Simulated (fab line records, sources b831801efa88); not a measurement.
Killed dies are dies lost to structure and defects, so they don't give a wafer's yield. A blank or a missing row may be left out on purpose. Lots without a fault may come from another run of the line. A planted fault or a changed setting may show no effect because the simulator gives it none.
Which tool did it? | flow sky130 | 24 lots, 72 wafers sampled, at 4 steps of a route of 708

WHAT THE GAUGES READ, wafer by wafer
SKY_METAL3_CD_MEAS_13: target cd 300 nm. Usual: cd_nm 300.1 nm, standard deviation 1.5.
lot  | measured     | on        | cd_nm (nm)        | flag
L074 | day 38 16:58 | cd_sem-01 | 301.0 299.6 299.2 |
L075 | day 38 19:29 | cd_sem-01 | 301.7 300.6 301.6 |
L076 | day 39 05:07 | cd_sem-01 | 297.9 301.1 300.8 |
L077 | day 39 15:05 | cd_sem-02 | 300.7 300.6 300.5 |
L078 | day 39 23:08 | cd_sem-02 | 300.2 299.3 298.7 |
L079 | day 40 02:59 | cd_sem-01 | 302.3 301.9 302.9 |
L080 | day 40 18:49 | cd_sem-01 | 299.2 298.5 298.9 |
L081 | day 40 23:13 | cd_sem-02 | 301.1 301.2 300.8 |
L082 | day 41 04:44 | cd_sem-02 | 297.0 297.2 298.5 |
L083 | day 41 05:53 | cd_sem-02 | 299.3 298.5 299.7 |
L084 | day 41 23:41 | cd_sem-02 | 301.5 300.1 299.8 |
L085 | day 42 11:19 | cd_sem-02 | 297.8 296.8 297.9 |
L086 | day 42 14:43 | cd_sem-02 | 297.8 299.3 299.9 |
L087 | day 42 16:13 | cd_sem-01 | 299.3 299.4 299.9 |
L089 | day 43 17:08 | cd_sem-02 | 296.1 297.5 297.0 |
L091 | day 43 19:46 | cd_sem-02 | 303.1 303.2 303.3 |
L090 | day 43 21:52 | cd_sem-02 | 300.3 301.2 302.2 |
L088 | day 43 22:23 | cd_sem-01 | 300.5 301.8 300.5 |
L092 | day 44 03:59 | cd_sem-02 | 300.6 300.5 301.4 |
L093 | day 44 04:20 | cd_sem-01 | 300.8 299.5 300.6 |
L094 | day 44 10:01 | cd_sem-01 | 300.2 301.8 302.2 |
L095 | day 44 12:55 | cd_sem-02 | 300.1 300.0 301.2 |
L096 | day 45 03:44 | cd_sem-02 | 299.0 299.2 300.2 |
L097 | day 45 05:36 | cd_sem-02 | 302.1 301.7 300.8 |

SKY_VIA4_BOW_MEAS_03. Usual: VIA4_BOW 81 um, standard deviation 8.
lot  | measured     | on            | VIA4_BOW (um) | flag
L074 | day 42 01:01 | film_metro-01 | 90 92 79      |
L075 | day 42 01:33 | film_metro-04 | 78 64 72      |
L076 | day 42 10:41 | film_metro-04 | 68 79 84      |
L077 | day 42 20:58 | film_metro-01 | 78 74 81      |
L078 | day 43 05:50 | film_metro-04 | 86 81 67      |
L079 | day 43 09:19 | film_metro-04 | 94 88 84      |
L080 | day 43 23:10 | film_metro-04 | 87 85 72      |
L081 | day 44 08:40 | film_metro-04 | 79 74 71      |
L082 | day 44 09:18 | film_metro-02 | 89 94 80      |
L083 | day 44 10:27 | film_metro-01 | 77 82 77      |
L084 | day 45 01:32 | film_metro-01 | 83 87 79      |
L085 | day 45 12:17 | film_metro-04 | 76 67 71      |
L086 | day 45 15:29 | film_metro-04 | 88 75 81      |
L087 | day 45 16:28 | film_metro-04 | 81 71 76      |
L089 | day 46 14:43 | film_metro-04 | 81 78 76      |
L091 | day 46 17:47 | film_metro-01 | 69 77 92      |
L090 | day 46 19:25 | film_metro-04 | 80 85 85      |
L088 | day 46 18:59 | film_metro-02 | 64 80 83      |
L092 | day 47 01:59 | film_metro-02 | 95 87 88      |
L093 | day 47 02:20 | film_metro-04 | 74 73 85      |
L094 | day 47 06:59 | film_metro-02 | 89 80 73      |
L095 | day 47 09:52 | film_metro-04 | 73 78 75      |
L096 | day 47 21:13 | film_metro-01 | 73 91 69      |
L097 | day 48 02:47 | film_metro-02 | 92 95 80      |

WHICH TOOL RAN EACH LOT (tool, then ch and the chambers of the sampled wafers, then the start)
lot  | SKY_METAL2_ETCH_18                | SKY_CAP2M_CVD_00
L074 | rie_metal-02 ch 1, day 35 06:08   | pecvd-01 ch 0,2, day 39 21:41
L075 | rie_metal-03 ch 0,1, day 35 10:05 | pecvd-04 ch 0,1,2, day 39 23:43
L076 | rie_metal-02 ch 0,1, day 35 19:47 | pecvd-01 ch 0,2, day 40 08:58
L077 | rie_metal-02 ch 0,1, day 36 06:20 | pecvd-04 ch 0,2, day 40 19:16
L078 | rie_metal-02 ch 0,1, day 36 14:38 | pecvd-01 ch 0,1,2, day 41 03:58
L079 | rie_metal-02 ch 1, day 36 18:47   | pecvd-02 ch 0,1,2, day 41 07:16
L080 | rie_metal-02 ch 0,1, day 37 11:44 | pecvd-02 ch 0,2, day 41 22:43
L081 | rie_metal-02 ch 0,1, day 37 16:53 | pecvd-01 ch 1,2, day 42 08:05
L082 | rie_metal-04 ch 0,1, day 37 20:56 | pecvd-02 ch 0,1,2, day 42 08:07
L083 | rie_metal-03 ch 0,1, day 38 00:11 | pecvd-04 ch 1,2, day 42 10:11
L084 | rie_metal-04 ch 0,1, day 38 17:29 | pecvd-01 ch 0,2, day 43 01:24
L085 | rie_metal-03 ch 0,1, day 39 07:18 | pecvd-02 ch 0,1, day 43 13:38
L086 | rie_metal-03 ch 0, day 39 11:37   | pecvd-04 ch 0,1,2, day 43 17:25
L087 | rie_metal-02 ch 0,1, day 39 13:26 | pecvd-01 ch 2, day 43 18:43
L089 | rie_metal-03 ch 0,1, day 40 16:35 | pecvd-01 ch 0,2, day 44 19:14
L091 | rie_metal-03 ch 1, day 40 17:17   | pecvd-04 ch 0,1, day 44 21:24
L090 | rie_metal-04 ch 0,1, day 40 18:27 | pecvd-04 ch 0,1, day 45 00:01
L088 | rie_metal-04 ch 0,1, day 40 20:22 | pecvd-01 ch 0,1,2, day 44 23:59
L092 | rie_metal-02 ch 0,1, day 41 01:50 | pecvd-04 ch 0,1,2, day 45 06:06
L093 | rie_metal-03 ch 0,1, day 41 02:50 | pecvd-02 ch 1,2, day 45 06:34
L094 | rie_metal-02 ch 0,1, day 41 08:24 | pecvd-02 ch 0,1, day 45 11:07
L095 | rie_metal-04 ch 0,1, day 41 12:33 | pecvd-04 ch 0,2, day 45 13:56
L096 | rie_metal-02 ch 0,1, day 42 03:53 | pecvd-02 ch 0,1,2, day 46 03:53
L097 | rie_metal-03 ch 0,1, day 42 05:38 | pecvd-02 ch 0,2, day 46 06:50
- SKY_METAL2_ETCH_18: etches BARC in N2/H2, stops on SiO2, time 45.9 s, target depth 60 nm.
- SKY_CAP2M_CVD_00: deposits SiO2, target thk 15.5 nm.

WHAT THE TOOLS THEMSELVES READ (means of the sampled wafers that have a number; where no wafer has one, the mark that the record gives instead)
SKY_METAL2_ETCH_18. Usual: bias_w 100.02 W, standard deviation 0.27; drypump_motor_current_A 5.6 A, standard deviation 0.45; n2_flow_sccm 99.9 sccm, standard deviation 0.32; oes_product_au 0.854 a.u., standard deviation 0.0047; rf_fwd_power_W 495.4 W, standard deviation 2.3; throttle_valve_pct 13.224 %, standard deviation 0.0085.
lot  | tool         | bias_w (W) | drypump_motor_current_A (A) | n2_flow_sccm (sccm) | oes_product_au (a.u.) | rf_fwd_power_W (W) | throttle_valve_pct (%) | flag
L074 | rie_metal-02 | 99.99      | 5.7                         | 100.2               | 0.858                 | 492.8              | 13.232                 |
L075 | rie_metal-03 | 99.77      | 5.7                         | 100.0               | 0.852                 | 495.4              | 13.222                 |
L076 | rie_metal-02 | 99.80      | 5.1                         | 99.7                | 0.850                 | 495.8              | 13.230                 |
L077 | rie_metal-02 | 100.01     | 5.4                         | 99.7                | 0.851                 | 494.5              | 13.228                 |
L078 | rie_metal-02 | 99.96      | 5.4                         | 100.3               | 0.861                 | 493.9              | 13.228                 |
L079 | rie_metal-02 | 99.88      | 5.7                         | 99.7                | 0.853                 | 490.1              | 13.227                 |
L080 | rie_metal-02 | 100.35     | 5.4                         | 99.4                | 0.853                 | 493.7              | 13.223                 |
L081 | rie_metal-02 | 99.83      | 5.1                         | 100.0               | 0.848                 | 495.6              | 13.226                 |
L082 | rie_metal-04 | 100.11     | 6.1                         | 99.9                | 0.851                 | 496.1              | 13.226                 |
L083 | rie_metal-03 | 100.20     | 5.8                         | 100.2               | 0.852                 | 496.4              | 13.226                 |
L084 | rie_metal-04 | 100.12     | 6.1                         | 100.0               | 0.855                 | 493.8              | 13.223                 |
L085 | rie_metal-03 | 99.82      | 5.9                         | 99.9                | 0.854                 | 494.5              | 13.225                 |
L086 | rie_metal-03 | 100.37     | 5.6                         | 100.0               | 0.851                 | 493.7              | 13.219                 |
L087 | rie_metal-02 | 99.88      | 5.4                         | 100.1               | 0.853                 | 495.5              | 13.221                 |
L089 | rie_metal-03 | 99.99      | 5.9                         | 99.7                | 0.853                 | 496.9              | 13.222                 |
L091 | rie_metal-03 | 99.73      | 6.0                         | 99.6                | 0.861                 | 497.1              | 13.224                 |
L090 | rie_metal-04 | 100.04     | 6.1                         | 100.4               | 0.853                 | 494.5              | 13.225                 |
L088 | rie_metal-04 | 99.98      | 6.0                         | 99.8                | 0.854                 | 495.6              | 13.215                 |
L092 | rie_metal-02 | 99.88      | 5.4                         | 100.1               | 0.856                 | 493.2              | 13.218                 |
L093 | rie_metal-03 | 99.99      | 5.8                         | 100.3               | 0.859                 | 496.9              | 13.232                 |
L094 | rie_metal-02 | 100.07     | 5.1                         | 100.2               | 0.855                 | 497.7              | 13.226                 |
L095 | rie_metal-04 | 100.00     | 6.0                         | 100.0               | 0.854                 | 496.1              | 13.229                 |
L096 | rie_metal-02 | 99.96      | 5.1                         | 100.2               | 0.854                 | 497.1              | 13.228                 |
L097 | rie_metal-03 | 99.87      | 5.9                         | 100.2               | 0.859                 | 496.3              | 13.215                 |

SKY_CAP2M_CVD_00. Usual: heater_power_w 687 W, standard deviation 77; rf_fwd_power_W 441.6 W, standard deviation 2.2.
lot  | tool     | heater_power_w (W) | rf_fwd_power_W (W) | flag
L074 | pecvd-01 | 774                | 439.1              |
L075 | pecvd-04 | 668                | 442.1              |
L076 | pecvd-01 | 748                | 439.7              |
L077 | pecvd-04 | 653                | 443.8              |
L078 | pecvd-01 | 764                | 440.7              |
L079 | pecvd-02 | 600                | 442.8              |
L080 | pecvd-02 | 592                | 441.1              |
L081 | pecvd-01 | 786                | 441.3              |
L082 | pecvd-02 | 669                | 440.9              |
L083 | pecvd-04 | 616                | 438.7              |
L084 | pecvd-01 | 782                | 439.6              |
L085 | pecvd-02 | 714                | 444.0              |
L086 | pecvd-04 | 659                | 441.3              |
L087 | pecvd-01 | 725                | 440.8              |
L089 | pecvd-01 | 739                | 440.5              |
L091 | pecvd-04 | 696                | 439.8              |
L090 | pecvd-04 | 700                | 442.3              |
L088 | pecvd-01 | 719                | 440.2              |
L092 | pecvd-04 | 688                | 440.9              |
L093 | pecvd-02 | 648                | 443.2              |
L094 | pecvd-02 | 619                | 443.3              |
L095 | pecvd-04 | 633                | 442.2              |
L096 | pecvd-02 | 652                | 443.1              |
L097 | pecvd-02 | 623                | 441.8              |

THE ANSWER, worked out from the rows above alone
Rule: a lot is off if the mean of its wafers that have a number lies more than 3 standard deviations from the usual mean. A lot without any number at a reading at which 4 lots or more have one is off too. The other lots that the step has rows for count as sound. The gauges are gone through in route order, then the tools' own readings, and for those a lot's mean is taken as printed above. The first step at which some lot is off is used, and at that step the reading that is off furthest; a lot without a number counts as furthest.
No lot is off at any reading shown: from this, nothing can be told.

WHAT THE SIMULATOR HAD PUT IN
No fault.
